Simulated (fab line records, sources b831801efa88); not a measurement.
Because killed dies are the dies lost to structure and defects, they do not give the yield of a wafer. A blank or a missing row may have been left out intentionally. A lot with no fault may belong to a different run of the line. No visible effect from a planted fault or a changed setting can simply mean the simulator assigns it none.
Which tool was responsible? | flow gf180mcu | 18 wafers from 6 lots sampled at 4 of the route's 602 steps

## WHAT THE GAUGES READ, wafer by wafer
GF_V5_BOW_MEAS_05.
lot  | measured     | on            | V5_BOW (um)
L868 | day 27 06:04 | film-metro-04 | 141 129 135
L874 | day 29 12:55 | film-metro-03 | 129 133 112
L882 | day 31 12:41 | film-metro-04 | 122 128 121
L883 | day 32 06:32 | film-metro-03 | 130 118 118
L886 | day 32 12:15 | film-metro-03 | 134 138 118
L888 | day 33 02:22 | film-metro-04 | 128 131 130

## EACH LOT AND THE TOOL THAT RAN IT (in order: tool; ch and the chambers of the sampled wafers; start)
lot  | GF_M5_STRIP_11                       | GF_V5_CVD_02                    | GF_V5_CMP_04
L868 | plasma-asher-02 ch 0,1, day 27 04:56 | pecvd-02 ch 0,1,2, day 27 05:35 | cmp-02 ch 1,2, day 27 05:45
L874 | plasma-asher-01 ch 0,1, day 29 11:46 | pecvd-01 ch 0,1,2, day 29 12:26 | cmp-02 ch 0,1,3, day 29 12:37
L882 | plasma-asher-04 ch 0,1, day 31 11:20 | pecvd-04 ch 0,2, day 31 12:11   | cmp-01 ch 0,1,2, day 31 12:22
L883 | plasma-asher-02 ch 0,1, day 32 05:06 | pecvd-02 ch 0,2, day 32 06:04   | cmp-02 ch 1,2,3, day 32 06:14
L886 | plasma-asher-01 ch 0,1, day 32 09:33 | pecvd-01 ch 0,1,2, day 32 10:32 | cmp-02 ch 1,2, day 32 11:59
L888 | plasma-asher-01 ch 0,1, day 33 01:08 | pecvd-04 ch 0,1, day 33 01:51   | cmp-01 ch 0,3, day 33 02:01
- GF_M5_STRIP_11: strips in O2/N2.
- GF_V5_CVD_02: deposits SiO2 from TEOS, target thk 1450 nm, time 163.28 s.
- GF_V5_CMP_04: polishes SiO2.

## THE ANSWER, worked out from the rows above alone
Rule: the lots themselves supply what counts as usual. The widest of any qualifying gaps counts: lots, ordered by their means at a reading, are off when they make up no more than a third of the lots, leave a main group of 4 or more, and stand apart from it by 3 or more times the standard deviation of that group's means. If all means in a main group match to the digits the tables above print for the reading, that group is not used. Also off: a lot with no number at a reading for which 4 or more lots have one. Any other lot the step has rows for is counted as sound.
Across all readings shown, no lot is off: no conclusion can be drawn from this.

## WHAT HAD BEEN PUT IN BY THE SIMULATOR
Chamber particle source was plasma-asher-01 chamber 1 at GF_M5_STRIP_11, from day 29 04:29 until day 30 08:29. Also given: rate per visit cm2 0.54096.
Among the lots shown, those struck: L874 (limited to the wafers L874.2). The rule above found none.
